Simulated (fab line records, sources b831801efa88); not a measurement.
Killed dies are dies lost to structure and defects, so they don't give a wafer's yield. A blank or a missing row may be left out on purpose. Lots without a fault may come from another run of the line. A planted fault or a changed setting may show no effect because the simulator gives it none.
Which tool did it? | flow sky130 | 11 lots, 33 wafers sampled, at 5 steps of a route of 708

WHAT THE GAUGES READ, wafer by wafer
SKY_METAL2_OVL_MEAS_16. Usual: METAL2_OVL -2 nm, standard deviation 7.6.
lot  | measured     | on         | METAL2_OVL (nm) | flag
L616 | day 35 17:22 | overlay-01 | -7 6 6          |
L618 | day 36 17:56 | overlay-02 | -12 -6 -15      |
L620 | day 36 22:37 | overlay-02 | -8 -8 -8        |
L621 | day 36 23:34 | overlay-01 | 9 -4 4          |
L626 | day 38 16:25 | overlay-01 | 0 -14 -9        |
L627 | day 38 21:35 | overlay-01 | 6 -3 6          |
L632 | day 40 09:11 | overlay-01 | -6 -12 -15      |
L634 | day 40 17:18 | overlay-02 | 1 -2 -7         |
L635 | day 41 03:12 | overlay-01 | 6 0 10          |
L636 | day 41 04:27 | overlay-02 | -4 -10 0        |
L637 | day 41 15:42 | overlay-01 | 9 12 1          |

SKY_VIA3_RS_MEAS_22: measures by four-point-probe. Usual: VIA3_W_RS 0.294 ohm/sq, standard deviation 0.0038.
lot  | measured     | on            | VIA3_W_RS (ohm/sq) | flag
L616 | day 40 05:38 | film_metro-02 | 0.292 0.287 0.292  |
L618 | day 41 06:19 | film_metro-03 | 0.297 0.293 0.299  |
L620 | day 41 08:49 | film_metro-03 | 0.299 0.293 0.292  |
L621 | day 41 10:06 | film_metro-01 | 0.290 0.294 0.291  |
L632 | day 44 13:19 | film_metro-01 | 0.294 0.292 0.289  |
L634 | day 44 20:05 | film_metro-02 | 0.297 0.297 0.297  |
L635 | day 45 03:59 | film_metro-01 | 0.293 0.294 0.291  |
L636 | day 45 06:01 | film_metro-02 | 0.295 0.298 0.296  |
L637 | day 45 15:30 | film_metro-03 | 0.292 0.294 0.296  |

WHICH TOOL RAN EACH LOT (tool, then ch and the chambers of the sampled wafers, then the start)
lot  | SKY_VIA1_CMP_02               | SKY_METAL3_METAL_ETCH_18          | SKY_METAL3_STRIP_19
L616 | cmp-02 ch 0,1,2, day 33 10:54 | rie_metal-03 ch 0,1, day 39 02:42 | plasma_asher-01 ch 0,1, day 39 02:53
L618 | cmp-02 ch 0,1,2, day 34 10:55 | rie_metal-01 ch 0, day 40 02:42   | plasma_asher-01 ch 0,1, day 40 02:53
L620 | cmp-01 ch 2,3, day 34 16:18   | rie_metal-01 ch 0,1, day 40 05:45 | plasma_asher-04 ch 1, day 40 05:56
L621 | cmp-01 ch 1,2, day 34 17:20   | rie_metal-02 ch 0,1, day 40 06:42 | plasma_asher-01 ch 0,1, day 40 06:53
L626 | cmp-02 ch 0,2,3, day 36 10:21 | rie_metal-03 ch 0,1, day 41 21:43 | plasma_asher-02 ch 0,1, day 41 21:54
L627 | cmp-02 ch 0,3, day 36 15:52   | rie_metal-01 ch 0, day 42 02:12   | plasma_asher-02 ch 0,1, day 42 02:23
L632 | cmp-02 ch 0,2, day 38 05:53   | rie_metal-01 ch 0,1, day 43 12:51 | plasma_asher-02 ch 0,1, day 43 13:02
L634 | cmp-02 ch 0,1,2, day 38 14:11 | rie_metal-02 ch 0,1, day 43 19:40 | plasma_asher-01 ch 0,1, day 43 19:51
L635 | cmp-02 ch 2,3, day 39 00:00   | rie_metal-03 ch 0,1, day 44 04:16 | plasma_asher-01 ch 0,1, day 44 04:25
L636 | cmp-02 ch 1,3, day 39 01:20   | rie_metal-01 ch 0, day 44 05:48   | plasma_asher-04 ch 0,1, day 44 05:59
L637 | cmp-01 ch 0,1, day 39 13:50   | rie_metal-01 ch 0,1, day 44 15:28 | plasma_asher-02 ch 0,1, day 44 15:39
- SKY_VIA1_CMP_02: polishes SiO2.
- SKY_METAL3_METAL_ETCH_18: etches the open film in Cl2/BCl3, stops on SiO2, target depth 845 nm, time 183.1 s.
- SKY_METAL3_STRIP_19: strips in O2/N2.

WHAT THE TOOLS THEMSELVES READ (means of the sampled wafers that have a number; where no wafer has one, the mark that the record gives instead)
SKY_VIA1_CMP_02. Usual: motor_current_A 11.6 A, standard deviation 1.2.
lot  | tool   | motor_current_A (A) | flag
L616 | cmp-02 | 11.5                |
L618 | cmp-02 | 11.3                |
L620 | cmp-01 | 13.1                |
L621 | cmp-01 | 12.5                |
L626 | cmp-02 | 11.3                |
L627 | cmp-02 | 11.0                |
L632 | cmp-02 | 11.4                |
L634 | cmp-02 | 11.6                |
L635 | cmp-02 | 12.3                |
L636 | cmp-02 | 11.0                |
L637 | cmp-01 | 10.9                |

SKY_METAL3_METAL_ETCH_18. Usual: bcl3_flow_sccm 29.98 sccm, standard deviation 0.09; bias_w 48.52 W, standard deviation 0.15; drypump_motor_current_A 5.4 A, standard deviation 0.3; oes_product_au 0.867 a.u., standard deviation 0.0062; rf_fwd_power_W 896.1 W, standard deviation 2.5; throttle_valve_pct 22.264 %, standard deviation 0.0088.
lot  | tool         | bcl3_flow_sccm (sccm) | bias_w (W) | drypump_motor_current_A (A) | oes_product_au (a.u.) | rf_fwd_power_W (W) | throttle_valve_pct (%) | flag
L616 | rie_metal-03 | 30.00                 | 48.58      | 5.1                         | 0.871                 | 896.0              | 22.262                 |
L618 | rie_metal-01 | 29.94                 | 48.59      | 5.5                         | 0.864                 | 897.9              | 22.266                 |
L620 | rie_metal-01 | 30.07                 | 48.41      | 5.6                         | 0.856                 | 899.0              | 22.263                 |
L621 | rie_metal-02 | 29.96                 | 48.39      | 5.6                         | 0.871                 | 894.7              | 22.269                 |
L626 | rie_metal-03 | -                     | -          | -                           | -                     | -                  | -                      | OFF
L627 | rie_metal-01 | -                     | -          | -                           | -                     | -                  | -                      | OFF
L632 | rie_metal-01 | 30.04                 | 48.37      | 5.6                         | 0.868                 | 895.9              | 22.264                 |
L634 | rie_metal-02 | 29.99                 | 48.38      | 5.6                         | 0.872                 | 892.2              | 22.268                 |
L635 | rie_metal-03 | 30.04                 | 48.52      | 5.2                         | 0.871                 | 897.8              | 22.255                 |
L636 | rie_metal-01 | 30.04                 | 48.63      | 5.5                         | 0.868                 | 897.3              | 22.267                 |
L637 | rie_metal-01 | 29.83                 | 48.59      | 5.5                         | 0.875                 | 895.3              | 22.260                 |

SKY_METAL3_STRIP_19. Usual: drypump_motor_current_A 5.4 A, standard deviation 0.3; oes_product_au 0.503 a.u., standard deviation 0.006; strip_time_to_endpoint_s 6.56 s, standard deviation 0.094.
lot  | tool            | drypump_motor_current_A (A) | oes_product_au (a.u.) | strip_time_to_endpoint_s (s) | flag
L616 | plasma_asher-01 | 5.4                         | 0.501                 | 6.53                         |
L618 | plasma_asher-01 | 5.3                         | 0.507                 | 6.64                         |
L620 | plasma_asher-04 | 4.9                         | 0.511                 | 6.69                         |
L621 | plasma_asher-01 | 5.3                         | 0.502                 | 6.57                         |
L626 | plasma_asher-02 | 5.4                         | 0.713                 | 11.86                        | OFF
L627 | plasma_asher-02 | 5.7                         | 0.710                 | 11.83                        | OFF
L632 | plasma_asher-02 | 5.4                         | 0.507                 | 6.69                         |
L634 | plasma_asher-01 | 5.3                         | 0.502                 | 6.51                         |
L635 | plasma_asher-01 | 5.3                         | 0.501                 | 6.43                         |
L636 | plasma_asher-04 | 5.1                         | 0.510                 | 6.64                         |
L637 | plasma_asher-02 | 5.4                         | 0.502                 | 6.65                         |

THE ANSWER, worked out from the rows above alone
Rule: a lot is off if the mean of its wafers that have a number lies more than 3 standard deviations from the usual mean. A lot without any number at a reading at which 4 lots or more have one is off too. The other lots that the step has rows for count as sound. The gauges are gone through in route order, then the tools' own readings, and for those a lot's mean is taken as printed above. The first step at which some lot is off is used, and at that step the reading that is off furthest; a lot without a number counts as furthest.
Off: L626, L627, at SKY_METAL3_METAL_ETCH_18 (bcl3_flow_sccm). Without a number there: L626, L627.
A tool fits if, at that step or a process step before it, it ran every lot that is off, and no sound lot after the first of them. None of those tried fits.

WHAT THE SIMULATOR HAD PUT IN
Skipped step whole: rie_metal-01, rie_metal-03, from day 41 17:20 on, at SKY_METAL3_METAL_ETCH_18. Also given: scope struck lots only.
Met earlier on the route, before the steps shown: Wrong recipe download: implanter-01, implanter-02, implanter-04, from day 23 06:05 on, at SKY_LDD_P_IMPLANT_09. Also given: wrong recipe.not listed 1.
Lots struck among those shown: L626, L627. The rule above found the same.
